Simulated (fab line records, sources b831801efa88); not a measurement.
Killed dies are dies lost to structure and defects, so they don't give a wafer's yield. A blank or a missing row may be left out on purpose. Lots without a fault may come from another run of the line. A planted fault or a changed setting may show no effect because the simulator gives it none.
A struck lot beside a sound one | flow sky130 | 15 steps out of a route of 708
Sound: wafers L430.3, L430.4, L430.5. Struck: wafers L420.2, L420.3, L420.4. The cause comes at the end.
At each step with rows: each side's tool, then ch and its chambers, then its first start. Under that, the readings that differ: sound wafers | struck wafers | difference of the means | sigmas: that difference in standard deviations of wafers without a fault.
alike: readings whose means differ by less than 2 such deviations, and words and numbers that are the same on both sides. not compared: withheld readings, readings that some wafer has no value for, bounds like >300 that may hide the same value, and numbers for which the record gives no deviation and whose values overlap.
The two part at a step that has a row with sigmas, a row that says differs or no value, or rows on one side only. Numbers that don't overlap but have no deviation are shown without sigmas and don't part them. A reading that every wafer of one side lacks parts them only if that side has two wafers or more.

SKY_VIA3_STRIP_16: strips in O2/N2.
  sound on plasma_asher-02 ch 0,1, day 44 01:40; struck on plasma_asher-02 ch 0,1, day 41 03:53
  alike: drypump_motor_current_A, oes_product_au, strip_time_to_endpoint_s
  not compared: rf_hours_counter_h
then, 5 steps without rows for these wafers: SKY_VIA3_STRIP_17 (strips in post etch residue remover, time 1200 s); SKY_VIA3_CLEAN_18 (cleans in IPA, time 180 s); SKY_VIA3_CLEAN_19 (cleans in O3/DIW); SKY_VIA3_SPUTTER_20 (material TiN, target thk 20 nm, time 80 s); SKY_VIA3_CVD_21 (deposits W, target thk 390 nm, time 117.31 s).
SKY_VIA3_RS_MEAS_22: measures by four-point-probe.
  sound on film_metro-02, day 44 02:27; struck on film_metro-02, day 41 04:41
  alike: VIA3_W_RS
SKY_VIA3_THK_MEAS_23: measures by xrf.
  sound on film_metro-02, day 44 02:33; struck on film_metro-02, day 41 04:47
  alike: VIA3_W_THK
SKY_VIA3_CMP_24: polishes, stops on SiO2, t overpolish 20 s, target thk 0 nm.
  sound on cmp-02 ch 0,2, day 44 02:35; struck on cmp-01 ch 1,2,3, day 41 04:50
  alike: motor_current_A, overpolish_run_s, time_to_endpoint_s
SKY_METAL4_SPUTTER_00: material Ti, target thk 15 nm, time 10 s.
  sound on pvd_sputter-02, day 44 02:55; struck on pvd_sputter-04, day 41 05:08
  alike: cathode_dc_power_W, chamber_pressure_pa, throttle_valve_pct
then, 1 step without rows for these wafers: SKY_METAL4_SPUTTER_01 (material TiN, target thk 20 nm, time 16.7 s).
SKY_METAL4_SPUTTER_02: material AlCu, target thk 735 nm, time 39.1 s.
  sound on pvd_sputter-02, day 44 02:58; struck on pvd_sputter-04, day 41 05:11
  alike: cathode_dc_power_W, chamber_pressure_pa, throttle_valve_pct
SKY_METAL4_SPUTTER_03: material Ti, target thk 5 nm, time 3.3 s.
  sound on pvd_sputter-02, day 44 02:59; struck on pvd_sputter-04, day 41 05:14
  no value came back on the struck wafers for cathode_dc_power_W (W), chamber_pressure_pa (Pa), throttle_valve_pct (%); on the sound wafers cathode_dc_power_W (W) reads 3000.4 3000.2 3000.0
SKY_METAL4_SPUTTER_04: material TiN, target thk 70 nm, time 58.3 s.
  sound on pvd_sputter-02, day 44 03:01; struck on pvd_sputter-04, day 41 05:15
  alike: cathode_dc_power_W, chamber_pressure_pa, throttle_valve_pct
-- the record jumps here: 6 days lie between the struck wafers' starts before and after (it left off in module METAL4 and takes up again in module PAD_OPEN, whose first step shown is number 708 of the route) --
SKY_PAD_OPEN_PROBE_99:
  sound on prober-02, day 49 10:51; struck on prober-02, day 47 01:17
  reading                       | sound                | struck               | difference | sigmas
  model.etest.via4_chain.rc_ohm | 0.8222 0.7725 0.8153 | 0.9439 0.9559 0.8863 | +0.1254    |
  alike: defect_limited_yield, killed_at_M0_to_M3, killed_at_M4_up, killed_at_contacts, killed_at_front_end, killed_at_other, killed_dies, killed_open, killed_short, sort_bin_3_pad_short, sort_bin_5_function, sort_bin_6_memory, sort_n_pass, sort_yield_pct

WHERE THEY PART
Only at SKY_METAL4_SPUTTER_03, within this record. Later steps at which nothing parts them and some readings are alike: SKY_METAL4_SPUTTER_04, SKY_PAD_OPEN_PROBE_99.

WHY: what the simulator had put in
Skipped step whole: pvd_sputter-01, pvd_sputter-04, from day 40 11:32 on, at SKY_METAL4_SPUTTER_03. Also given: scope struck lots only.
